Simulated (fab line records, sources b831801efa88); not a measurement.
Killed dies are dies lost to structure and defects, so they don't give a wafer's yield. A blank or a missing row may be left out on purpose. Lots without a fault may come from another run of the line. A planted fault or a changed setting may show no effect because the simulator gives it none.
Which tool did it? | flow gf180mcu | 6 lots, 18 wafers sampled, at 2 steps of a route of 602

WHAT THE GAUGES READ, wafer by wafer
GF_V3_THK_MEAS_03.
lot  | measured     | on            | V3_CVD_02_THK (nm)
L300 | day 24 02:01 | film_metro-04 | 860 848 872
L305 | day 25 04:37 | film_metro-04 | 852 841 881
L308 | day 26 03:37 | film_metro-02 | 862 849 864
L311 | day 27 01:32 | film_metro-02 | 267 852 851
L313 | day 27 20:41 | film_metro-01 | 846 848 865
L318 | day 29 00:44 | film_metro-02 | 846 827 836

WHICH TOOL RAN EACH LOT (tool, then ch and the chambers of the sampled wafers, then the start)
lot  | GF_V3_CVD_02
L300 | pecvd-01 ch 0,1,2, day 24 01:56
L305 | pecvd-02 ch 0,1,2, day 25 04:32
L308 | pecvd-04 ch 1,2, day 26 03:32
L311 | pecvd-04 ch 0,1,2, day 27 01:28
L313 | pecvd-01 ch 0,1,2, day 27 20:36
L318 | pecvd-02 ch 0,1,2, day 29 00:40
- GF_V3_CVD_02: deposits SiO2 from TEOS, target thk 850 nm, time 94.851 s.

THE ANSWER, worked out from the rows above alone
Rule: what is usual is taken from the lots themselves. Put in order of their means at a reading, lots are off if they are a third of the lots or fewer, leave a main group of 4 or more, and stand apart from it by a gap of 3 or more times the standard deviation of the main group's means; of several such gaps the widest counts. A main group whose means are all the same, to the digits that the tables above print for the reading, isn't used. A lot without any number at a reading at which 4 lots or more have one is off too. The other lots that the step has rows for count as sound.
Off: L311, at GF_V3_THK_MEAS_03 (V3_CVD_02_THK). The main group: mean 853 nm, standard deviation 8.7.
A tool fits if, at a process step before that reading, it ran every lot that is off, and no sound lot after the first of them. The gauges at GF_V3_THK_MEAS_03 are tried like those tools. One fits: pecvd-04 at GF_V3_CVD_02. Its last sound lot is L308 (day 26 03:32), its first lot that is off L311 (day 27 01:28): a fault that began between those two fits.

WHAT THE SIMULATOR HAD PUT IN
Process parameter drift: pecvd-04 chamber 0, from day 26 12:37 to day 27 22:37, at GF_V3_CVD_02. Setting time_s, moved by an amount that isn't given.
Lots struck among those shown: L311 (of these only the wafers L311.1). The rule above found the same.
